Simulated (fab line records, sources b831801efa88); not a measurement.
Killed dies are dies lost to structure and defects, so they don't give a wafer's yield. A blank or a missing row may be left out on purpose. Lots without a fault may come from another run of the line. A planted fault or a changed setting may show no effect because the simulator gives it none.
Which tool did it? | flow sky130 | 24 lots, 72 wafers sampled, at 6 steps of a route of 708

WHAT THE GAUGES READ, wafer by wafer
The record holds no reading of a measuring or inspecting step that can be judged against a usual standard deviation.

WHICH TOOL RAN EACH LOT (tool, then ch and the chambers of the sampled wafers, then the start)
lot  | SKY_CONTACT_CVD_00              | SKY_CONTACT_CVD_24            | SKY_METAL2_SPUTTER_00        | SKY_METAL3_STRIP_19                  | SKY_VIA3_STRIP_16                    | SKY_METAL4_SPUTTER_02
L074 | pecvd-03 ch 0,1,2, day 28 04:19 | cvd_w-01 ch 0,1, day 29 09:34 | pvd_sputter-02, day 32 00:07 | plasma_asher-03 ch 0,1, day 36 14:10 | plasma_asher-01 ch 0,1, day 37 18:28 | pvd_sputter-01, day 37 19:46
L075 | pecvd-01 ch 0,1,2, day 28 05:41 | cvd_w-01 ch 0,1, day 29 11:31 | pvd_sputter-02, day 32 00:47 | plasma_asher-01 ch 0,1, day 36 15:31 | plasma_asher-02 ch 0,1, day 37 19:28 | pvd_sputter-02, day 37 20:49
L076 | pecvd-03 ch 1,2, day 28 06:43   | cvd_w-02 ch 0,1, day 29 12:17 | pvd_sputter-04, day 32 03:08 | plasma_asher-01 ch 0,1, day 36 16:46 | plasma_asher-04 ch 1, day 37 20:37   | pvd_sputter-02, day 37 21:58
L077 | pecvd-02 ch 0,2, day 28 07:53   | cvd_w-02 ch 0,1, day 29 13:50 | pvd_sputter-02, day 32 03:47 | plasma_asher-01 ch 0,1, day 36 18:01 | plasma_asher-01 ch 0,1, day 37 22:23 | pvd_sputter-01, day 37 23:42
L078 | pecvd-02 ch 0,1,2, day 28 22:22 | cvd_w-01 ch 0, day 30 03:51   | pvd_sputter-03, day 32 16:49 | plasma_asher-02 ch 0, day 37 05:22   | plasma_asher-01 ch 0,1, day 38 09:23 | pvd_sputter-01, day 38 10:42
L080 | pecvd-01 ch 0,1, day 29 06:49   | cvd_w-01 ch 0,1, day 30 13:22 | pvd_sputter-02, day 33 01:02 | plasma_asher-01 ch 0,1, day 37 15:24 | plasma_asher-02 ch 0,1, day 38 18:55 | pvd_sputter-01, day 38 20:13
L079 | pecvd-02 ch 1,2, day 29 09:22   | cvd_w-02 ch 0,1, day 30 15:20 | pvd_sputter-03, day 33 03:07 | plasma_asher-02 ch 0,1, day 37 17:24 | plasma_asher-01 ch 0,1, day 38 20:58 | pvd_sputter-03, day 38 22:20
L081 | pecvd-01 ch 0,2, day 29 22:16   | cvd_w-02 ch 0,1, day 31 04:59 | pvd_sputter-03, day 33 15:15 | plasma_asher-02 ch 0,1, day 38 06:45 | plasma_asher-02 ch 0,1, day 39 10:28 | pvd_sputter-02, day 39 11:46
L082 | pecvd-03 ch 1, day 30 07:38     | cvd_w-02 ch 0,1, day 31 15:11 | pvd_sputter-03, day 33 23:32 | plasma_asher-02 ch 0,1, day 38 15:34 | plasma_asher-04 ch 0,1, day 39 19:13 | pvd_sputter-03, day 39 20:34
L084 | pecvd-02 ch 1,2, day 30 10:04   | cvd_w-02 ch 0,1, day 31 17:18 | pvd_sputter-03, day 34 03:02 | plasma_asher-02 ch 0,1, day 38 16:35 | plasma_asher-01 ch 0,1, day 39 19:34 | pvd_sputter-01, day 39 20:55
L083 | pecvd-01 ch 0,1,2, day 30 11:11 | cvd_w-01 ch 0, day 31 17:56   | pvd_sputter-02, day 34 04:10 | plasma_asher-03 ch 0,1, day 38 18:20 | plasma_asher-02 ch 0,1, day 39 21:25 | pvd_sputter-02, day 39 22:45
L085 | pecvd-03 ch 1,2, day 30 19:46   | cvd_w-01 ch 0,1, day 32 02:12 | pvd_sputter-02, day 34 09:23 | plasma_asher-02 ch 0,1, day 39 00:09 | plasma_asher-01 ch 0,1, day 40 03:34 | pvd_sputter-02, day 40 05:22
L086 | pecvd-02 ch 0,1, day 31 04:13   | cvd_w-02 ch 0,1, day 32 10:42 | pvd_sputter-02, day 34 18:55 | plasma_asher-02 ch 0,1, day 39 09:46 | plasma_asher-01 ch 0,1, day 40 11:58 | pvd_sputter-01, day 40 13:42
L087 | pecvd-01 ch 0,2, day 31 11:29   | cvd_w-01 ch 0,1, day 32 18:00 | pvd_sputter-02, day 35 03:14 | plasma_asher-01 ch 0,1, day 39 17:58 | plasma_asher-01 ch 0,1, day 40 20:30 | pvd_sputter-01, day 40 21:52
L088 | pecvd-03 ch 0,2, day 31 14:25   | cvd_w-01 ch 0,1, day 32 20:04 | pvd_sputter-03, day 35 04:55 | plasma_asher-01 ch 0,1, day 39 20:48 | plasma_asher-04 ch 0,1, day 40 23:28 | pvd_sputter-03, day 41 00:55
L089 | pecvd-02 ch 1,2, day 32 01:39   | cvd_w-02 ch 0,1, day 33 05:36 | pvd_sputter-02, day 35 15:01 | plasma_asher-02 ch 0,1, day 40 04:09 | plasma_asher-01 ch 0,1, day 41 06:15 | pvd_sputter-01, day 41 07:54
L090 | pecvd-01 ch 0,1, day 32 15:33   | cvd_w-02 ch 0,1, day 33 18:20 | pvd_sputter-04, day 36 03:10 | plasma_asher-02 ch 0,1, day 40 16:01 | plasma_asher-01 ch 0,1, day 41 19:07 | pvd_sputter-01, day 41 20:28
L091 | pecvd-02 ch 1,2, day 32 20:51   | cvd_w-02 ch 1, day 34 00:09   | pvd_sputter-02, day 36 10:12 | plasma_asher-03 ch 0,1, day 40 23:34 | plasma_asher-01 ch 0,1, day 42 02:16 | pvd_sputter-02, day 42 03:34
L094 | pecvd-01 ch 0,1,2, day 40 15:17 | cvd_w-02 ch 0,1, day 41 17:45 | pvd_sputter-02, day 43 21:08 | plasma_asher-03 ch 0,1, day 47 07:52 | plasma_asher-02 ch 0,1, day 48 03:04 | pvd_sputter-03, day 48 04:25
L092 | pecvd-01 ch 1,2, day 40 19:19   | cvd_w-01 ch 0, day 41 21:50   | pvd_sputter-02, day 44 01:01 | plasma_asher-03 ch 1, day 47 10:39   | plasma_asher-04 ch 0,1, day 48 05:46 | pvd_sputter-01, day 48 07:23
L093 | pecvd-02 ch 0,2, day 40 21:16   | cvd_w-02 ch 0,1, day 42 00:33 | pvd_sputter-03, day 44 02:33 | plasma_asher-03 ch 0,1, day 47 11:13 | plasma_asher-01 ch 0,1, day 48 06:07 | pvd_sputter-01, day 48 07:59
L095 | pecvd-02 ch 1,2, day 40 21:59   | cvd_w-02 ch 0,1, day 42 01:39 | pvd_sputter-03, day 44 03:40 | plasma_asher-02 ch 0,1, day 47 12:51 | plasma_asher-02 ch 0,1, day 48 07:46 | pvd_sputter-03, day 48 09:13
L096 | pecvd-03 ch 0,1, day 40 22:52   | cvd_w-02 ch 0, day 42 02:00   | pvd_sputter-02, day 44 04:30 | plasma_asher-01 ch 0,1, day 47 13:22 | plasma_asher-01 ch 0, day 48 08:18   | pvd_sputter-01, day 48 09:38
L097 | pecvd-01 ch 0,2, day 41 00:54   | cvd_w-02 ch 0,1, day 42 03:49 | pvd_sputter-03, day 44 05:01 | plasma_asher-01 ch 0,1, day 47 14:39 | plasma_asher-02 ch 1, day 48 09:13   | pvd_sputter-01, day 48 10:37
- SKY_CONTACT_CVD_00: deposits Si3N4, target thk 75 nm.
- SKY_CONTACT_CVD_24: deposits W, target thk 340 nm, time 102.12 s.
- SKY_METAL2_SPUTTER_00: material Ti, target thk 15 nm, time 10 s.
- SKY_METAL3_STRIP_19: strips in O2/N2.
- SKY_VIA3_STRIP_16: strips in O2/N2.
- SKY_METAL4_SPUTTER_02: material AlCu, target thk 735 nm, time 39.1 s.

WHAT THE TOOLS THEMSELVES READ (means of the sampled wafers that have a number; where no wafer has one, the mark that the record gives instead)
SKY_CONTACT_CVD_00. Usual: heater_power_w 692 W, standard deviation 61; susceptor_temp_C 399.98 C, standard deviation 0.23.
lot  | tool     | heater_power_w (W) | susceptor_temp_C (C) | flag
L074 | pecvd-03 | 724                | 400.13               |
L075 | pecvd-01 | 677                | 399.83               |
L076 | pecvd-03 | 736                | 400.03               |
L077 | pecvd-02 | 652                | 400.00               |
L078 | pecvd-02 | 719                | 400.10               |
L080 | pecvd-01 | 643                | 399.77               |
L079 | pecvd-02 | 709                | 400.07               |
L081 | pecvd-01 | 673                | 400.03               |
L082 | pecvd-03 | 640                | 399.99               |
L084 | pecvd-02 | 746                | 399.97               |
L083 | pecvd-01 | 631                | 399.90               |
L085 | pecvd-03 | 776                | 400.02               |
L086 | pecvd-02 | 709                | 399.93               |
L087 | pecvd-01 | 657                | 400.06               |
L088 | pecvd-03 | 802                | 400.33               |
L089 | pecvd-02 | 705                | 399.79               |
L090 | pecvd-01 | 689                | 400.01               |
L091 | pecvd-02 | 696                | 400.19               |
L094 | pecvd-01 | 675                | 399.89               |
L092 | pecvd-01 | 665                | 399.84               |
L093 | pecvd-02 | 640                | 400.14               |
L095 | pecvd-02 | 734                | 400.06               |
L096 | pecvd-03 | 680                | 400.32               |
L097 | pecvd-01 | 631                | 399.78               |

SKY_CONTACT_CVD_24. Usual: chamber_pressure_Torr 40.01 Torr, standard deviation 0.088; heater_power_w 831 W, standard deviation 43; susceptor_temp_C 400.01 C, standard deviation 0.22.
lot  | tool     | chamber_pressure_Torr (Torr) | heater_power_w (W) | susceptor_temp_C (C) | flag
L074 | cvd_w-01 | 40.07                        | 823                | 400.17               |
L075 | cvd_w-01 | 40.02                        | 848                | 399.98               |
L076 | cvd_w-02 | 40.03                        | 848                | 400.08               |
L077 | cvd_w-02 | 40.11                        | 839                | 400.08               |
L078 | cvd_w-01 | 39.95                        | 779                | 400.13               |
L080 | cvd_w-01 | 40.04                        | 842                | 400.12               |
L079 | cvd_w-02 | 39.95                        | 810                | 400.00               |
L081 | cvd_w-02 | 40.03                        | 840                | 399.82               |
L082 | cvd_w-02 | 39.99                        | 807                | 399.69               |
L084 | cvd_w-02 | 39.94                        | 823                | 400.00               |
L083 | cvd_w-01 | 40.01                        | 788                | 399.69               |
L085 | cvd_w-01 | 39.89                        | 841                | 400.09               |
L086 | cvd_w-02 | 40.01                        | 840                | 400.14               |
L087 | cvd_w-01 | 39.97                        | 837                | 399.97               |
L088 | cvd_w-01 | 40.06                        | 815                | 400.25               |
L089 | cvd_w-02 | 40.04                        | 855                | 399.90               |
L090 | cvd_w-02 | 40.00                        | 821                | 400.21               |
L091 | cvd_w-02 | 39.96                        | 873                | 400.25               |
L094 | cvd_w-02 | 40.05                        | 851                | 399.80               |
L092 | cvd_w-01 | 40.14                        | 721                | 399.88               |
L093 | cvd_w-02 | 39.92                        | 831                | 399.94               |
L095 | cvd_w-02 | 40.06                        | 819                | 399.87               |
L096 | cvd_w-02 | 40.12                        | 806                | 400.07               |
L097 | cvd_w-02 | 39.96                        | 838                | 400.05               |

SKY_METAL2_SPUTTER_00. Usual: throttle_valve_pct 29.4 %, standard deviation 0.73.
lot  | tool           | throttle_valve_pct (%) | flag
L074 | pvd_sputter-02 | 29.4                   |
L075 | pvd_sputter-02 | 29.8                   |
L076 | pvd_sputter-04 | 29.5                   |
L077 | pvd_sputter-02 | 29.4                   |
L078 | pvd_sputter-03 | 29.2                   |
L080 | pvd_sputter-02 | 29.6                   |
L079 | pvd_sputter-03 | 29.4                   |
L081 | pvd_sputter-03 | 28.8                   |
L082 | pvd_sputter-03 | 29.2                   |
L084 | pvd_sputter-03 | 29.1                   |
L083 | pvd_sputter-02 | 29.6                   |
L085 | pvd_sputter-02 | 29.9                   |
L086 | pvd_sputter-02 | 29.8                   |
L087 | pvd_sputter-02 | 29.8                   |
L088 | pvd_sputter-03 | 29.4                   |
L089 | pvd_sputter-02 | 29.8                   |
L090 | pvd_sputter-04 | 29.8                   |
L091 | pvd_sputter-02 | 29.3                   |
L094 | pvd_sputter-02 | 29.6                   |
L092 | pvd_sputter-02 | 29.4                   |
L093 | pvd_sputter-03 | 29.3                   |
L095 | pvd_sputter-03 | 29.4                   |
L096 | pvd_sputter-02 | 29.5                   |
L097 | pvd_sputter-03 | 28.5                   |

SKY_METAL3_STRIP_19. Usual: drypump_motor_current_A 5.87 A, standard deviation 0.29; oes_product_au 0.502 a.u., standard deviation 0.0066; strip_time_to_endpoint_s 6.55 s, standard deviation 0.1.
lot  | tool            | drypump_motor_current_A (A) | oes_product_au (a.u.) | strip_time_to_endpoint_s (s) | flag
L074 | plasma_asher-03 | 5.93                        | 0.500                 | 6.51                         |
L075 | plasma_asher-01 | 5.51                        | 0.501                 | 6.52                         |
L076 | plasma_asher-01 | 5.80                        | 0.494                 | 6.45                         |
L077 | plasma_asher-01 | 5.52                        | 0.516                 | 6.65                         |
L078 | plasma_asher-02 | 5.95                        | 0.504                 | 6.64                         |
L080 | plasma_asher-01 | 5.48                        | 0.496                 | 6.40                         |
L079 | plasma_asher-02 | 5.96                        | 0.503                 | 6.62                         |
L081 | plasma_asher-02 | 5.98                        | 0.507                 | 6.60                         |
L082 | plasma_asher-02 | 5.97                        | 0.503                 | 6.57                         |
L084 | plasma_asher-02 | 5.97                        | 0.503                 | 6.53                         |
L083 | plasma_asher-03 | 5.95                        | 0.502                 | 6.53                         |
L085 | plasma_asher-02 | 5.99                        | 0.499                 | 6.46                         |
L086 | plasma_asher-02 | 5.97                        | 0.497                 | 6.44                         |
L087 | plasma_asher-01 | 5.51                        | 0.500                 | 6.53                         |
L088 | plasma_asher-01 | 5.75                        | 0.507                 | 6.73                         |
L089 | plasma_asher-02 | 5.98                        | 0.503                 | 6.55                         |
L090 | plasma_asher-02 | 5.98                        | 0.510                 | 6.62                         |
L091 | plasma_asher-03 | 5.94                        | 0.498                 | 6.46                         |
L094 | plasma_asher-03 | 6.04                        | 0.500                 | 6.54                         |
L092 | plasma_asher-03 | 6.14                        | 0.491                 | 6.41                         |
L093 | plasma_asher-03 | 5.95                        | 0.506                 | 6.63                         |
L095 | plasma_asher-02 | 5.99                        | 0.506                 | 6.57                         |
L096 | plasma_asher-01 | 5.52                        | 0.494                 | 6.39                         |
L097 | plasma_asher-01 | 5.76                        | 0.506                 | 6.55                         |

SKY_VIA3_STRIP_16. Usual: drypump_motor_current_A 5.8 A, standard deviation 0.34; oes_product_au 0.402 a.u., standard deviation 0.0044; strip_time_to_endpoint_s 4.147 s, standard deviation 0.029.
lot  | tool            | drypump_motor_current_A (A) | oes_product_au (a.u.) | strip_time_to_endpoint_s (s) | flag
L074 | plasma_asher-01 | 5.5                         | 0.400                 | 4.170                        |
L075 | plasma_asher-02 | 6.0                         | 0.406                 | 4.122                        |
L076 | plasma_asher-04 | 5.9                         | 0.404                 | 4.122                        |
L077 | plasma_asher-01 | 5.5                         | 0.400                 | 4.127                        |
L078 | plasma_asher-01 | 5.8                         | 0.400                 | 4.160                        |
L080 | plasma_asher-02 | 6.0                         | 0.400                 | 4.108                        |
L079 | plasma_asher-01 | 5.5                         | 0.402                 | 4.189                        |
L081 | plasma_asher-02 | 6.0                         | 0.400                 | 4.149                        |
L082 | plasma_asher-04 | 5.7                         | 0.406                 | 4.162                        |
L084 | plasma_asher-01 | 5.5                         | 0.399                 | 4.118                        |
L083 | plasma_asher-02 | 6.0                         | 0.403                 | 4.151                        |
L085 | plasma_asher-01 | 5.7                         | 0.401                 | 4.089                        |
L086 | plasma_asher-01 | 5.8                         | 0.402                 | 4.168                        |
L087 | plasma_asher-01 | 5.5                         | 0.400                 | 4.112                        |
L088 | plasma_asher-04 | 5.8                         | 0.404                 | 4.134                        |
L089 | plasma_asher-01 | 5.7                         | 0.401                 | 4.178                        |
L090 | plasma_asher-01 | 5.5                         | 0.401                 | 4.163                        |
L091 | plasma_asher-01 | 5.5                         | 0.405                 | 4.120                        |
L094 | plasma_asher-02 | 6.0                         | 0.402                 | 4.159                        |
L092 | plasma_asher-04 | 5.7                         | 0.402                 | 4.168                        |
L093 | plasma_asher-01 | 5.8                         | 0.401                 | 4.128                        |
L095 | plasma_asher-02 | 6.0                         | 0.405                 | 4.183                        |
L096 | plasma_asher-01 | 5.2                         | 0.399                 | 4.155                        |
L097 | plasma_asher-02 | 6.0                         | 0.398                 | 4.144                        |

SKY_METAL4_SPUTTER_02. Usual: throttle_valve_pct 29.7 %, standard deviation 1.
lot  | tool           | throttle_valve_pct (%) | flag
L074 | pvd_sputter-01 | 30.0                   |
L075 | pvd_sputter-02 | 30.0                   |
L076 | pvd_sputter-02 | 29.3                   |
L077 | pvd_sputter-01 | 29.5                   |
L078 | pvd_sputter-01 | 29.7                   |
L080 | pvd_sputter-01 | 29.3                   |
L079 | pvd_sputter-03 | 29.4                   |
L081 | pvd_sputter-02 | 29.8                   |
L082 | pvd_sputter-03 | 29.1                   |
L084 | pvd_sputter-01 | 29.9                   |
L083 | pvd_sputter-02 | 29.7                   |
L085 | pvd_sputter-02 | 29.6                   |
L086 | pvd_sputter-01 | 29.4                   |
L087 | pvd_sputter-01 | 30.2                   |
L088 | pvd_sputter-03 | 29.0                   |
L089 | pvd_sputter-01 | 29.4                   |
L090 | pvd_sputter-01 | 30.5                   |
L091 | pvd_sputter-02 | 29.9                   |
L094 | pvd_sputter-03 | 29.5                   |
L092 | pvd_sputter-01 | 31.3                   |
L093 | pvd_sputter-01 | 29.7                   |
L095 | pvd_sputter-03 | 29.3                   |
L096 | pvd_sputter-01 | 30.2                   |
L097 | pvd_sputter-01 | 31.1                   |

THE ANSWER, worked out from the rows above alone
Rule: a lot is off if the mean of its wafers that have a number lies more than 3 standard deviations from the usual mean. A lot without any number at a reading at which 4 lots or more have one is off too. The other lots that the step has rows for count as sound. The gauges are gone through in route order, then the tools' own readings, and for those a lot's mean is taken as printed above. The first step at which some lot is off is used, and at that step the reading that is off furthest; a lot without a number counts as furthest.
No lot is off at any reading shown: from this, nothing can be told.

WHAT THE SIMULATOR HAD PUT IN
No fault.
